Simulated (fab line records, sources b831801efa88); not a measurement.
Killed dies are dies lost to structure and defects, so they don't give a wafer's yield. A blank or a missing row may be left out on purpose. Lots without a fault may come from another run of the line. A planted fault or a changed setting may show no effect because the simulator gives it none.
fab line records | flow gf180mcu
record lots=5 wafers=15 last_day=33
route steps=602 shown NSD@240 PSD@248 SAB@264
lots that met no fault: from a run of the same line without faults
start_h: hours from the record's first day to the start of the lot's first wafer shown | wait_h: hours since the lot's step before | " the same as in the row above | L1.1+2: a row that stands for several wafers | - no value, or no start given | * or withheld: withheld | < > ~ a bound
route shown NAME@n: a module of which the file shows steps, and the number in the route of the first | usual: mean/standard deviation of fault-free wafers | same: alike in all rows | chamber/n: place in a boat | sites: the reading at each site | _std_site: their standard deviation | _edge_site: outer sites' mean less inner sites' | radius_mm: how far each site lies from the wafer's centre | mask NAME#n: copy n | behind: the tool/chamber that last shaped the wafer | hold: why the lot was held/for how many hours/how that ended | device: the transistor (n, p or np) that didn't switch | end of line: the same wafers' tests at the end of the route | a step without rows: its recipe alone | killed: dies lost to structure and defects at the first sort, not the wafer's yield | map: a wafer's dies, x killed, . not, _ none there
set.NAME: the setting as run; set.NAME@STEP: as run at that earlier step | model.NAME: the simulator's own value behind a step, which no gauge read
lots at some steps of the route; a table a step, a row a wafer
services: from which hour (start_h, from the record's first day; less than 0 if before it) a tool's chamber was out of use, for how many hours, and why
## steps
# step GF_NSD_PEB_05
# recipe temp_c=withheld time_s=* resist=NOVOLAK
# columns lot.wafer tool chamber start_h wait_h
L078.4+5+6 litho_track-04 0 - -
L082.1+2+6 litho_track-04 0 - -
L083.3+5+6 litho_track-02 0 - -
L090.2+4+5 litho_track-03 0 - -
L093.3+4+6 litho_track-04 0 - -
# step GF_NSD_DEVELOP_06
# recipe develop_time_s=60 dev_temp_c=23
# usual developer_temp_C=23.01/0.12
# columns lot.wafer tool chamber start_h wait_h developer_temp_C
L078.4 litho_track-04 0 327.58 0.1 22.99
L078.5 " 0 " " 22.97
L078.6 " 0 " " 22.90
L082.1 litho_track-04 0 364.01 0.1 23.03
L082.2 " 0 " " 22.99
L082.6 " 0 " " 23.00
L083.3 litho_track-02 0 371.75 0.1 23.00
L083.5 " 0 " " 23.12
L083.6 " 0 " " 23.18
L090.2 litho_track-03 0 430.91 0.1 23.07
L090.4 " 0 " " 22.85
L090.5 " 0 " " 23.12
L093.3 litho_track-04 0 451.26 0.1 23.20
L093.4 " 0 " " 23.13
L093.6 " 0 " " 23.08
# step GF_NSD_CD_MEAS_07
# recipe target_cd_nm=400
# usual cd_nm=400.6/2.3
# columns lot.wafer tool chamber start_h wait_h cd_nm
L078.4 cd_sem-02 - 327.72 0.1 398.2
L078.5 " - " " 399.8
L078.6 " - " " 400.7
L082.1 cd_sem-01 - 364.16 0.1 397.4
L082.2 " - " " 399.5
L082.6 " - " " 398.2
L083.3 cd_sem-02 - 371.89 0.1 402.9
L083.5 " - " " 402.4
L083.6 " - " " 404.2
L090.2 cd_sem-02 - 431.05 0.1 403.7
L090.4 " - " " 404.4
L090.5 " - " " 401.8
L093.3 cd_sem-02 - 451.40 0.1 397.3
L093.4 " - " " 396.9
L093.6 " - " " 397.1
# step GF_NSD_OVL_MEAS_08
# usual NSD_OVL=-0.6/1.5
# columns lot.wafer tool chamber start_h wait_h NSD_OVL[nm]
L078.4 overlay-01 - 327.80 0.1 0.2
L078.5 " - " " -1.5
L078.6 " - " " 0.7
L082.1 overlay-01 - 364.28 0.1 -1.6
L082.2 " - " " -2.6
L082.6 " - " " 0.7
L083.3 overlay-01 - 371.98 0.1 -1.5
L083.5 " - " " -3.0
L083.6 " - " " -1.4
L090.2 overlay-01 - 431.16 0.1 -1.4
L090.4 " - " " 0.0
L090.5 " - " " -2.5
L093.3 overlay-01 - 451.49 0.1 0.1
L093.4 " - " " -0.2
L093.6 " - " " 0.8
# step GF_NSD_IMPLANT_09
# recipe species=As energy_kev=60 dose_cm2=4e+15 tilt_deg=7
# usual beam_on_s=18.8/1.2 end_station_pressure_torr=1.29e-05/9e-07
# columns lot.wafer tool chamber start_h wait_h beam_on_s end_station_pressure_torr
L078.4 implanter-01 0 327.89 0.1 18.6 1.32e-05
L078.5 " 0 " " 18.7 1.33e-05
L078.6 " 0 " " 19.0 1.17e-05
L082.1 implanter-02 0 364.32 0.0 17.1 1.41e-05
L082.2 " 0 " " 17.0 1.42e-05
L082.6 " 0 " " 17.3 1.36e-05
L083.3 implanter-01 0 372.05 0.1 18.7 1.39e-05
L083.5 " 0 " " 18.5 1.22e-05
L083.6 " 0 " " 19.1 1.25e-05
L090.2 implanter-02 0 431.21 0.0 16.9 1.35e-05
L090.4 " 0 " " 17.2 1.37e-05
L090.5 " 0 " " 17.8 1.23e-05
L093.3 implanter-01 0 451.56 0.1 18.6 1.3e-05
L093.4 " 0 " " 19.3 1.25e-05
L093.6 " 0 " " 18.8 1.31e-05
# step GF_NSD_IMPLANT_10
# recipe species=P energy_kev=40 dose_cm2=5e+14 tilt_deg=7
# usual beam_on_s=9.99/0.19 end_station_pressure_torr=7.2e-06/3.8e-07
# columns lot.wafer tool chamber start_h wait_h beam_on_s end_station_pressure_torr
L078.4 implanter-01 0 328.04 0.1 10.09 7.3e-06
L078.5 " 0 " " 9.95 7.2e-06
L078.6 " 0 " " 9.92 7.3e-06
L082.1 implanter-02 0 364.47 0.1 9.88 6.8e-06
L082.2 " 0 " " 10.17 7.1e-06
L082.6 " 0 " " 10.31 7.3e-06
L083.3 implanter-01 0 372.20 0.1 9.84 7e-06
L083.5 " 0 " " 10.02 7e-06
L083.6 " 0 " " 10.03 7.5e-06
L090.2 implanter-02 0 431.36 0.1 9.80 7.7e-06
L090.4 " 0 " " 10.25 6.6e-06
L090.5 " 0 " " 9.87 7.4e-06
L093.3 implanter-01 0 451.71 0.1 10.10 7.3e-06
L093.4 " 0 " " 10.16 7.6e-06
L093.6 " 0 " " 9.82 7.6e-06
# step GF_NSD_STRIP_11
# recipe chemistry=O2/N2 power_w=1400 pressure_mtorr=1500 platen_temp_c=250 o2_flow_sccm=3000 n2_flow_sccm=300 overash_fraction=0.5
# usual drypump_motor_current_A=5.6/0.51 heater_power_w=314/15 n2_flow_sccm=300.0/0.94 oes_product_au=0.487/0.0051 platen_temp_c=250.01/0.18 strip_time_to_endpoint_s=22.98/0.037
# columns lot.wafer tool chamber start_h wait_h drypump_motor_current_A heater_power_w n2_flow_sccm oes_product_au platen_temp_c rf_hours_counter_h strip_time_to_endpoint_s
L078.4 plasma_asher-02 1 328.15 0.1 6.1 312 302.2 0.498 250.01 - 22.96
L078.5 " 0 " " 6.5 298 301.0 0.492 250.15 - 22.94
L078.6 " 1 " " 6.1 304 301.3 0.490 250.04 - 22.95
L082.1 plasma_asher-01 1 364.62 0.1 5.3 320 298.8 0.489 249.63 67 23.02
L082.2 " 0 " " 5.1 342 299.8 0.482 249.93 67 22.98
L082.6 " 1 " " 5.3 312 298.7 0.488 249.95 - 22.99
L083.3 plasma_asher-03 1 372.34 0.1 5.4 314 300.2 0.490 249.89 - 22.94
L083.5 " 0 " " 5.2 312 298.4 0.490 249.89 - 22.98
L083.6 " 1 " " 5.4 308 299.8 0.484 250.10 - 22.96
L090.2 plasma_asher-01 1 431.49 0.1 5.2 313 300.4 0.484 250.04 72 23.02
L090.4 " 1 " " 5.3 321 299.0 0.490 249.91 - 22.97
L090.5 " 0 " " 5.2 343 298.8 0.480 249.90 - 22.96
L093.3 plasma_asher-01 1 451.85 0.1 5.3 320 300.5 0.483 250.07 - 22.99
L093.4 " 0 " " 5.1 337 298.9 0.481 249.68 - 22.98
L093.6 " 1 " " 5.3 325 300.1 0.483 249.88 - 23.03
# step GF_NSD_TW_MEAS_12
# usual NSD_TW=4204/21
# columns lot.wafer tool chamber start_h wait_h NSD_TW
L078.4 film_metro-01 - 328.25 0.1 4222
L078.5 " - " " 4206
L078.6 " - " " 4202
L082.1 film_metro-02 - 364.72 0.1 4220
L082.2 " - " " 4236
L082.6 " - " " 4202
L083.3 film_metro-01 - 372.42 0.1 4180
L083.5 " - " " 4168
L083.6 " - " " 4190
L090.2 film_metro-03 - 431.60 0.1 4211
L090.4 " - " " 4209
L090.5 " - " " 4179
L093.3 film_metro-02 - 451.93 0.1 4226
L093.4 " - " " 4215
L093.6 " - " " 4234
# step GF_PSD_DEHYDRATE_00
# recipe temp_c=200 time_s=60
# usual heater_power_total_W=160.37/0.12
# columns lot.wafer tool chamber start_h wait_h heater_power_total_W
L078.4 litho_track-04 0 338.58 10.3 160.39
L078.5 " 0 " " 160.47
L078.6 " 0 " " 160.21
L082.1 litho_track-01 0 375.04 10.3 160.54
L082.2 " 0 " " 160.35
L082.6 " 0 " " 160.32
L083.3 litho_track-01 0 383.54 11.1 160.20
L083.5 " 0 " " 160.40
L083.6 " 0 " " 160.52
L090.2 litho_track-04 0 442.38 10.8 160.56
L090.4 " 0 " " 160.45
L090.5 " 0 " " 160.15
L093.3 litho_track-02 0 463.65 11.7 160.50
L093.4 " 0 " " 160.42
L093.6 " 0 " " 160.23
# step GF_PSD_HMDS_01
# recipe prime_time_s=60 prime_temp_c=120
# same prime_time_s=60
# columns lot.wafer tool chamber start_h wait_h
L078.4+5+6 litho_track-04 0 338.73 0.1
L082.1+2+6 litho_track-01 0 375.19 0.1
L083.3+5+6 litho_track-01 0 383.69 0.1
L090.2+4+5 litho_track-04 0 442.53 0.1
L093.3+4+6 litho_track-02 0 463.80 0.1
# step GF_PSD_COAT_02
# recipe resist=NOVOLAK spin_rpm=3000 resist_thk_nm=1000
# columns lot.wafer tool chamber start_h wait_h
L078.4+5+6 litho_track-04 0 338.88 0.1
L082.1+2+6 litho_track-01 0 375.34 0.1
L083.3+5+6 litho_track-01 0 383.84 0.1
L090.2+4+5 litho_track-04 0 442.68 0.1
L093.3+4+6 litho_track-02 0 463.95 0.1
# step GF_PSD_SOFTBAKE_03
# recipe temp_c=90 time_s=60 resist=NOVOLAK
# usual heater_power_total_W=56.60/0.048
# columns lot.wafer tool chamber start_h wait_h heater_power_total_W
L078.4 litho_track-04 0 339.03 0.1 56.56
L078.5 " 0 " " 56.55
L078.6 " 0 " " 56.62
L082.1 litho_track-01 0 375.49 0.1 56.56
L082.2 " 0 " " 56.65
L082.6 " 0 " " 56.58
L083.3 litho_track-01 0 383.99 0.1 56.61
L083.5 " 0 " " 56.64
L083.6 " 0 " " 56.62
L090.2 litho_track-04 0 442.83 0.1 56.57
L090.4 " 0 " " 56.62
L090.5 " 0 " " 56.65
L093.3 litho_track-02 0 464.10 0.1 56.57
L093.4 " 0 " " 56.62
L093.6 " 0 " " 56.62
# step GF_PSD_EXPOSE_04
# recipe mask_id=Pplus target_cd_nm=400 na=0.6 source_shape=conventional sigma_outer=0.6 dose_mj=140
# columns lot.wafer tool chamber start_h wait_h mask
L078.4+5+6 iline_stepper-02 0 - - Pplus#0
L082.1+2+6 iline_stepper-02 0 - - Pplus#0
L083.3+5+6 iline_stepper-02 0 - - Pplus#0
L090.2+4+5 iline_stepper-02 0 - - Pplus#0
L093.3+4+6 iline_stepper-01 0 - - Pplus#0
# step GF_PSD_PEB_05
# recipe temp_c=withheld time_s=* resist=NOVOLAK
# columns lot.wafer tool chamber start_h wait_h
L078.4+5+6 litho_track-02 0 - -
L082.1+2+6 litho_track-01 0 - -
L083.3+5+6 litho_track-04 0 - -
L090.2+4+5 litho_track-04 0 - -
L093.3+4+6 litho_track-01 0 - -
# step GF_PSD_DEVELOP_06
# recipe develop_time_s=60 dev_temp_c=23
# usual developer_temp_C=22.99/0.11
# columns lot.wafer tool chamber start_h wait_h developer_temp_C
L078.4 litho_track-02 0 349.12 0.1 22.97
L078.5 " 0 " " 23.00
L078.6 " 0 " " 23.02
L082.1 litho_track-01 0 387.29 0.1 23.01
L082.2 " 0 " " 23.08
L082.6 " 0 " " 22.90
L083.3 litho_track-04 0 394.51 0.1 22.97
L083.5 " 0 " " 22.90
L083.6 " 0 " " 23.02
L090.2 litho_track-04 0 454.63 0.1 22.94
L090.4 " 0 " " 23.01
L090.5 " 0 " " 23.11
L093.3 litho_track-01 0 475.74 0.1 22.89
L093.4 " 0 " " 22.93
L093.6 " 0 " " 23.06
# step GF_PSD_CD_MEAS_07
# recipe target_cd_nm=400
# usual cd_nm=399.6/2.5
# columns lot.wafer tool chamber start_h wait_h cd_nm
L078.4 cd_sem-01 - 349.26 0.1 398.7
L078.5 " - " " 402.3
L078.6 " - " " 400.1
L082.1 cd_sem-02 - 387.44 0.1 396.6
L082.2 " - " " 397.2
L082.6 " - " " 399.1
L083.3 cd_sem-01 - 394.65 0.1 402.2
L083.5 " - " " 404.7
L083.6 " - " " 401.2
L090.2 cd_sem-01 - 454.78 0.1 397.7
L090.4 " - " " 399.2
L090.5 " - " " 399.2
L093.3 cd_sem-01 - 475.88 0.1 395.6
L093.4 " - " " 397.2
L093.6 " - " " 396.6
# step GF_PSD_OVL_MEAS_08
# usual PSD_OVL=0.0/1.1
# columns lot.wafer tool chamber start_h wait_h PSD_OVL[nm]
L078.4 overlay-01 - 349.33 0.1 -0.6
L078.5 " - " " -0.8
L078.6 " - " " 0.4
L082.1 overlay-02 - 387.56 0.1 2.1
L082.2 " - " " 1.2
L082.6 " - " " 0.7
L083.3 overlay-02 - 394.74 0.1 1.6
L083.5 " - " " 2.1
L083.6 " - " " 0.2
L090.2 overlay-02 - 454.88 0.1 -0.4
L090.4 " - " " -0.4
L090.5 " - " " 0.6
L093.3 overlay-01 - 475.97 0.1 -0.9
L093.4 " - " " -1.3
L093.6 " - " " -1.1
# step GF_PSD_IMPLANT_09
# recipe species=BF2 energy_kev=40.31 dose_cm2=1.5e+15 tilt_deg=7
# usual beam_on_s=9.99/0.18 end_station_pressure_torr=1.18e-05/6e-07
# columns lot.wafer tool chamber start_h wait_h beam_on_s end_station_pressure_torr
L078.4 implanter-02 0 349.43 0.1 10.00 1.21e-05
L078.5 " 0 " " 9.81 1.16e-05
L078.6 " 0 " " 10.09 1.25e-05
L082.1 implanter-03 0 387.60 0.0 9.99 1.1e-05
L082.2 " 0 " " 10.26 1.27e-05
L082.6 " 0 " " 10.04 1.22e-05
L083.3 implanter-03 0 394.81 0.1 10.04 1.21e-05
L083.5 " 0 " " 10.11 1.21e-05
L083.6 " 0 " " 10.02 1.22e-05
L090.2 implanter-04 0 454.94 0.0 9.78 1.15e-05
L090.4 " 0 " " 9.89 1.23e-05
L090.5 " 0 " " 10.13 1.23e-05
L093.3 implanter-04 0 476.05 0.1 9.99 1.1e-05
L093.4 " 0 " " 10.23 1.17e-05
L093.6 " 0 " " 9.76 1.13e-05
# step GF_PSD_STRIP_10
# recipe chemistry=O2/N2 power_w=1400 pressure_mtorr=1500 platen_temp_c=250 o2_flow_sccm=3000 n2_flow_sccm=300 overash_fraction=0.5
# usual drypump_motor_current_A=5.30/0.3 heater_power_w=328/17 n2_flow_sccm=300.1/0.75 oes_product_au=0.591/0.0043 platen_temp_c=250.02/0.2 strip_time_to_endpoint_s=16.57/0.036
# columns lot.wafer tool chamber start_h wait_h drypump_motor_current_A heater_power_w n2_flow_sccm oes_product_au platen_temp_c rf_hours_counter_h strip_time_to_endpoint_s
L078.4 plasma_asher-01 0 349.54 0.1 5.15 346 299.6 0.592 249.98 - 16.57
L078.5 " 0 " " 5.15 340 299.2 0.590 250.29 - 16.55
L078.6 " 1 " " 5.27 313 300.5 0.590 249.89 - 16.56
L082.1 plasma_asher-04 0 387.75 0.1 4.81 355 300.3 0.585 250.15 28 16.56
L082.2 " 1 " " 6.03 354 299.8 0.594 249.95 28 16.57
L082.6 " 0 " " 4.84 354 300.5 0.581 250.02 - 16.57
L083.3 plasma_asher-03 1 394.95 0.1 5.40 314 300.9 0.594 250.02 - 16.54
L083.5 " 0 " " 5.20 313 300.3 0.587 249.91 - 16.56
L083.6 " 1 " " 5.40 312 299.7 0.584 250.24 - 16.55
L090.2 plasma_asher-01 0 455.06 0.1 5.14 340 298.7 0.590 250.17 74 16.57
L090.4 " 0 " " 5.18 335 299.4 0.587 250.19 - 16.59
L090.5 " 0 " " 5.14 344 300.1 0.595 250.05 - 16.54
L093.3 plasma_asher-01 1 476.18 0.1 5.32 319 300.2 0.595 249.84 - 16.62
L093.4 " 0 " " 5.15 338 301.2 0.596 250.17 - 16.58
L093.6 " 0 " " 5.14 338 299.4 0.588 250.25 - 16.58
# step GF_PSD_TW_MEAS_11
# usual PSD_TW=3158/16
# columns lot.wafer tool chamber start_h wait_h PSD_TW
L078.4 film_metro-02 - 349.63 0.1 3175
L078.5 " - " " 3175
L078.6 " - " " 3179
L082.1 film_metro-03 - 387.85 0.1 3131
L082.2 " - " " 3160
L082.6 " - " " 3135
L083.3 film_metro-01 - 395.03 0.1 3127
L083.5 " - " " 3148
L083.6 " - " " 3152
L090.2 film_metro-03 - 455.17 0.1 3148
L090.4 " - " " 3169
L090.5 " - " " 3153
L093.3 film_metro-03 - 476.27 0.1 3152
L093.4 " - " " 3148
L093.6 " - " " 3157
# step GF_PSD_CLEAN_12
# recipe chemistry=SC1/SC2 mix=1:4:20 temp_c=70 time_s=150 dry=n2_spin
# usual bath_guard_temp_C=70.0/0.32
# columns lot.wafer tool chamber start_h wait_h bath_guard_temp_C
L078.4 wet_bench-04 0 349.66 0.0 70.3
L078.5 " 0 " " 69.8
L078.6 " 0 " " 69.9
L082.1 wet_bench-04 2 387.91 0.1 70.6
L082.2 " 2 " " 70.3
L082.6 " 2 " " 70.5
L083.3 wet_bench-01 1 395.07 0.0 70.1
L083.5 " 1 " " 70.1
L083.6 " 1 " " 70.2
L090.2 wet_bench-01 1 455.22 0.0 69.8
L090.4 " 1 " " 70.4
L090.5 " 1 " " 69.6
L093.3 wet_bench-01 3 476.31 0.0 69.9
L093.4 " 3 " " 70.1
L093.6 " 3 " " 70.1
# step GF_PSD_RTA_13
# recipe temp_c=1025 time_s=20 ambient=N2
# usual lamp_power_pct=31.6/0.47 wafer_temp_C_max=1028.9/0.81
# columns lot.wafer tool chamber start_h wait_h lamp_power_pct wafer_temp_C_max
L078.4 rtp_anneal-02 0 349.75 0.0 31.1 1027.7
L078.5 " 0 " " 31.2 1026.7
L078.6 " 0 " " 31.1 1027.6
L082.1 rtp_anneal-02 0 387.96 0.0 31.1 1028.3
L082.2 " 0 " " 31.2 1028.6
L082.6 " 0 " " 31.2 1027.9
L083.3 rtp_anneal-02 0 395.16 0.0 31.2 1027.9
L083.5 " 0 " " 31.1 1028.6
L083.6 " 0 " " 31.1 1028.8
L090.2 rtp_anneal-02 0 455.29 0.0 31.1 1030.9
L090.4 " 0 " " 31.1 1030.4
L090.5 " 0 " " 31.1 1028.2
L093.3 rtp_anneal-02 0 476.39 0.0 31.1 1028.3
L093.4 " 0 " " 31.1 1027.5
L093.6 " 0 " " 31.1 1029.7
# step GF_PSD_RS_MEAS_14
# recipe thk_meas_gauge=four-point-probe
# usual NSD_RS=46.15/0.11
# columns lot.wafer tool chamber start_h wait_h NSD_RS[ohm/sq]
L078.4 film_metro-01 - 349.86 0.1 46.12
L078.5 " - " " 46.11
L078.6 " - " " 46.08
L082.1 film_metro-01 - 388.04 0.1 46.25
L082.2 " - " " 46.01
L082.6 " - " " 46.08
L083.3 film_metro-01 - 395.26 0.1 46.27
L083.5 " - " " 46.17
L083.6 " - " " 46.23
L090.2 film_metro-02 - 455.38 0.1 46.25
L090.4 " - " " 46.27
L090.5 " - " " 46.23
L093.3 film_metro-03 - 476.49 0.1 46.00
L093.4 " - " " 45.87
L093.6 " - " " 45.90
# step GF_PSD_RS_MEAS_15
# recipe thk_meas_gauge=four-point-probe
# usual PSD_RS=108.2/0.31
# columns lot.wafer tool chamber start_h wait_h PSD_RS[ohm/sq]
L078.4 film_metro-01 - 349.98 0.1 107.7
L078.5 " - " " 107.5
L078.6 " - " " 107.6
L082.1 film_metro-01 - 388.16 0.1 108.6
L082.2 " - " " 108.4
L082.6 " - " " 108.6
L083.3 film_metro-01 - 395.38 0.1 108.4
L083.5 " - " " 108.3
L083.6 " - " " 108.7
L090.2 film_metro-02 - 455.50 0.1 108.7
L090.4 " - " " 108.5
L090.5 " - " " 108.5
L093.3 film_metro-03 - 476.61 0.1 107.9
L093.4 " - " " 107.8
L093.6 " - " " 108.0
# step GF_SAB_CVD_00
# recipe material=SiO2 target_thk_nm=50 precursor=TEOS temp_c=400 time_s=4.9302 rf_w=600
# usual heater_power_w=687/93
# columns lot.wafer tool chamber start_h wait_h heater_power_w
L078.4 pecvd-01 2 350.05 0.0 646
L078.5 " 0 " " 866
L078.6 " 1 " " 595
L082.1 pecvd-02 0 388.28 0.1 794
L082.2 " 1 " " 669
L082.6 " 2 " " 563
L083.3 pecvd-04 1 395.46 0.1 721
L083.5 " 1 " " 722
L083.6 " 0 " " 721
L090.2 pecvd-02 1 455.60 0.1 573
L090.4 " 0 " " 650
L090.5 " 1 " " 575
L093.3 pecvd-01 2 476.69 0.1 619
L093.4 " 1 " " 512
L093.6 " 2 " " 645
# step GF_SAB_THK_MEAS_01
# recipe reads=SiO2_of_SAB_CVD_00
# usual SAB_CVD_00_THK=49.9/0.66
# columns lot.wafer tool chamber start_h wait_h SAB_CVD_00_THK[nm]
L078.4 film_metro-04 - 350.09 0.0 49.6
L078.5 " - " " 50.6
L078.6 " - " " 49.8
L082.1 film_metro-03 - 388.30 0.0 50.2
L082.2 " - " " 50.5
L082.6 " - " " 50.7
L083.3 film_metro-03 - 395.50 0.0 49.5
L083.5 " - " " 49.8
L083.6 " - " " 50.4
L090.2 film_metro-03 - 455.63 0.0 50.2
L090.4 " - " " 50.6
L090.5 " - " " 50.1
L093.3 film_metro-02 - 476.73 0.0 49.5
L093.4 " - " " 50.3
L093.6 " - " " 49.6
# step GF_SAB_DEHYDRATE_02
# recipe temp_c=200 time_s=60
# usual heater_power_total_W=160.37/0.13
# columns lot.wafer tool chamber start_h wait_h heater_power_total_W
L078.4 litho_track-03 0 360.91 10.8 160.50
L078.5 " 0 " " 160.58
L078.6 " 0 " " 160.34
L082.1 litho_track-01 0 398.84 10.5 160.38
L082.2 " 0 " " 160.32
L082.6 " 0 " " 160.20
L083.3 litho_track-01 0 406.84 11.3 160.55
L083.5 " 0 " " 160.20
L083.6 " 0 " " 160.32
L090.2 litho_track-04 0 467.53 11.9 160.24
L090.4 " 0 " " 160.25
L090.5 " 0 " " 160.62
L093.3 litho_track-04 0 488.31 11.6 160.25
L093.4 " 0 " " 160.43
L093.6 " 0 " " 160.62
# step GF_SAB_HMDS_03
# recipe prime_time_s=60 prime_temp_c=120
# same prime_time_s=60
# columns lot.wafer tool chamber start_h wait_h
L078.4+5+6 litho_track-03 0 361.06 0.1
L082.1+2+6 litho_track-01 0 398.99 0.1
L083.3+5+6 litho_track-01 0 406.99 0.1
L090.2+4+5 litho_track-04 0 467.68 0.1
L093.3+4+6 litho_track-04 0 488.46 0.1
# step GF_SAB_COAT_04
# recipe resist=NOVOLAK spin_rpm=3000 resist_thk_nm=1000
# columns lot.wafer tool chamber start_h wait_h
L078.4+5+6 litho_track-03 0 361.21 0.1
L082.1+2+6 litho_track-01 0 399.14 0.1
L083.3+5+6 litho_track-01 0 407.14 0.1
L090.2+4+5 litho_track-04 0 467.83 0.1
L093.3+4+6 litho_track-04 0 488.61 0.1
# step GF_SAB_SOFTBAKE_05
# recipe temp_c=90 time_s=60 resist=NOVOLAK
# usual heater_power_total_W=56.60/0.046
# columns lot.wafer tool chamber start_h wait_h heater_power_total_W
L078.4 litho_track-03 0 361.36 0.1 56.56
L078.5 " 0 " " 56.65
L078.6 " 0 " " 56.58
L082.1 litho_track-01 0 399.29 0.1 56.57
L082.2 " 0 " " 56.54
L082.6 " 0 " " 56.60
L083.3 litho_track-01 0 407.29 0.1 56.60
L083.5 " 0 " " 56.66
L083.6 " 0 " " 56.56
L090.2 litho_track-04 0 467.98 0.1 56.64
L090.4 " 0 " " 56.64
L090.5 " 0 " " 56.59
L093.3 litho_track-04 0 488.76 0.1 56.61
L093.4 " 0 " " 56.62
L093.6 " 0 " " 56.53
# step GF_SAB_EXPOSE_06
# recipe mask_id=SAB target_cd_nm=420 na=0.6 source_shape=conventional sigma_outer=0.6 dose_mj=140
# columns lot.wafer tool chamber start_h wait_h mask
L078.4+5+6 iline_stepper-01 0 - - SAB#0
L082.1+2+6 iline_stepper-02 0 - - SAB#0
L083.3+5+6 iline_stepper-01 0 - - SAB#0
L090.2+4+5 iline_stepper-01 0 - - SAB#0
L093.3+4+6 iline_stepper-01 0 - - SAB#0
# step GF_SAB_PEB_07
# recipe temp_c=withheld time_s=* resist=NOVOLAK
# columns lot.wafer tool chamber start_h wait_h
L078.4+5+6 litho_track-01 0 - -
L082.1+2+6 litho_track-04 0 - -
L083.3+5+6 litho_track-04 0 - -
L090.2+4+5 litho_track-01 0 - -
L093.3+4+6 litho_track-03 0 - -
# step GF_SAB_DEVELOP_08
# recipe develop_time_s=60 dev_temp_c=23
# usual developer_temp_C=23.00/0.11
# columns lot.wafer tool chamber start_h wait_h developer_temp_C
L078.4 litho_track-01 0 372.07 0.1 22.95
L078.5 " 0 " " 23.04
L078.6 " 0 " " 22.89
L082.1 litho_track-04 0 411.41 0.1 23.03
L082.2 " 0 " " 22.97
L082.6 " 0 " " 22.97
L083.3 litho_track-04 0 418.81 0.1 22.93
L083.5 " 0 " " 22.87
L083.6 " 0 " " 22.93
L090.2 litho_track-01 0 479.66 0.1 23.00
L090.4 " 0 " " 23.02
L090.5 " 0 " " 22.94
L093.3 litho_track-03 0 500.53 0.1 22.91
L093.4 " 0 " " 23.12
L093.6 " 0 " " 23.09
# step GF_SAB_CD_MEAS_09
# recipe target_cd_nm=420
# usual cd_nm=420.2/1.7
# columns lot.wafer tool chamber start_h wait_h cd_nm
L078.4 cd_sem-02 - 372.20 0.1 419.1
L078.5 " - " " 420.9
L078.6 " - " " 419.6
L082.1 cd_sem-02 - 411.56 0.1 423.6
L082.2 " - " " 421.8
L082.6 " - " " 420.8
L083.3 cd_sem-01 - 418.95 0.1 417.8
L083.5 " - " " 417.3
L083.6 " - " " 417.8
L090.2 cd_sem-01 - 479.81 0.1 417.2
L090.4 " - " " 419.1
L090.5 " - " " 418.5
L093.3 cd_sem-02 - 500.67 0.1 416.7
L093.4 " - " " 416.8
L093.6 " - " " 418.3
# step GF_SAB_OVL_MEAS_10
# usual SAB_OVL=-1.4/1.5
# columns lot.wafer tool chamber start_h wait_h SAB_OVL[nm]
L078.4 overlay-01 - 372.28 0.1 0.7
L078.5 " - " " 2.0
L078.6 " - " " -0.1
L082.1 overlay-02 - 411.68 0.1 -1.9
L082.2 " - " " -2.8
L082.6 " - " " -0.3
L083.3 overlay-01 - 419.04 0.1 -3.1
L083.5 " - " " -2.9
L083.6 " - " " -1.4
L090.2 overlay-01 - 479.92 0.1 -3.3
L090.4 " - " " -3.6
L090.5 " - " " -3.8
L093.3 overlay-01 - 500.76 0.1 -2.0
L093.4 " - " " -0.8
L093.6 " - " " -2.1
# step GF_SAB_ETCH_11
# recipe chemistry=C4F8/O2/Ar mask_material=NOVOLAK target=SiO2 target_depth_nm=55 source_w=1500 bias_w=1200 pressure_mtorr=40 c4f8_flow_sccm=withheld O2_flow_sccm=6 Ar_flow_sccm=300 time_s=8.5
# usual oes_product_au=0.996/0.0091
# columns lot.wafer tool chamber start_h wait_h oes_product_au rf_hours_counter_h
L078.4 rie_diel-03 3 372.30 0.0 0.993 8
L078.5 " 2 " " 0.999 -
L078.6 " 3 " " 0.996 -
L082.1 rie_diel-04 2 411.71 0.0 1.000 9
L082.2 " 0 " " 1.000 3
L082.6 " 0 " " 1.001 -
L083.3 rie_diel-01 1 419.06 0.0 0.987 64
L083.5 " 1 " " 0.989 -
L083.6 " 0 " " 0.994 -
L090.2 rie_diel-04 2 479.95 0.0 0.994 12
L090.4 " 0 " " 1.008 -
L090.5 " 2 " " 0.990 -
L093.3 rie_diel-04 2 500.79 0.0 0.987 12
L093.4 " 3 " " 1.000 17
L093.6 " 3 " " 1.005 -
# step GF_SAB_WET_ETCH_12
# recipe chemistry=dHF target_depth_nm=22 dry=n2_spin target=SiO2 temp_c=25 dilution=100:1 time_s=440
# columns lot.wafer tool chamber start_h wait_h
L078.4+5+6 wet_bench-04 3 372.32 0.0
L082.1+2+6 wet_bench-01 2 411.74 0.0
L083.3+5+6 wet_bench-04 2 419.09 0.0
L090.2+4+5 wet_bench-04 0 479.97 0.0
L093.3+4+6 wet_bench-01 1 500.81 0.0
## services
# columns tool chamber start_h hours kind
rie_diel-04 1 309.79 3.8 repair
pecvd-01 1 326.68 3.7 repair
pecvd-01 - 329.95 1.6 repair
implanter-03 - 340.59 4.3 repair
iline_stepper-01 - 344.04 14.7 repair
implanter-01 - 356.04 3.2 repair
implanter-03 - 362.68 2.8 repair
pecvd-02 1 366.73 2.2 repair
plasma_asher-01 - 371.61 14.6 pm
iline_stepper-01 - 373.81 1.7 pm
plasma_asher-01 - 387.41 2.8 pm
iline_stepper-02 - 395.41 1.7 pm
implanter-04 - 412.60 3.6 pm
wet_bench-01 - 421.72 29.1 pm
implanter-01 - 425.77 12.5 pm
pecvd-01 - 448.43 1.1 repair
wet_bench-01 - 460.63 1.6 repair
implanter-01 - 468.07 3.9 pm
implanter-02 - 468.25 3.9 repair
iline_stepper-02 - 468.62 8.6 repair
wet_bench-04 - 473.58 3.6 repair
rie_diel-04 1 475.97 8.9 repair
pecvd-02 - 493.83 0.6 repair
implanter-01 - 499.75 3.5 repair
## key
fault none
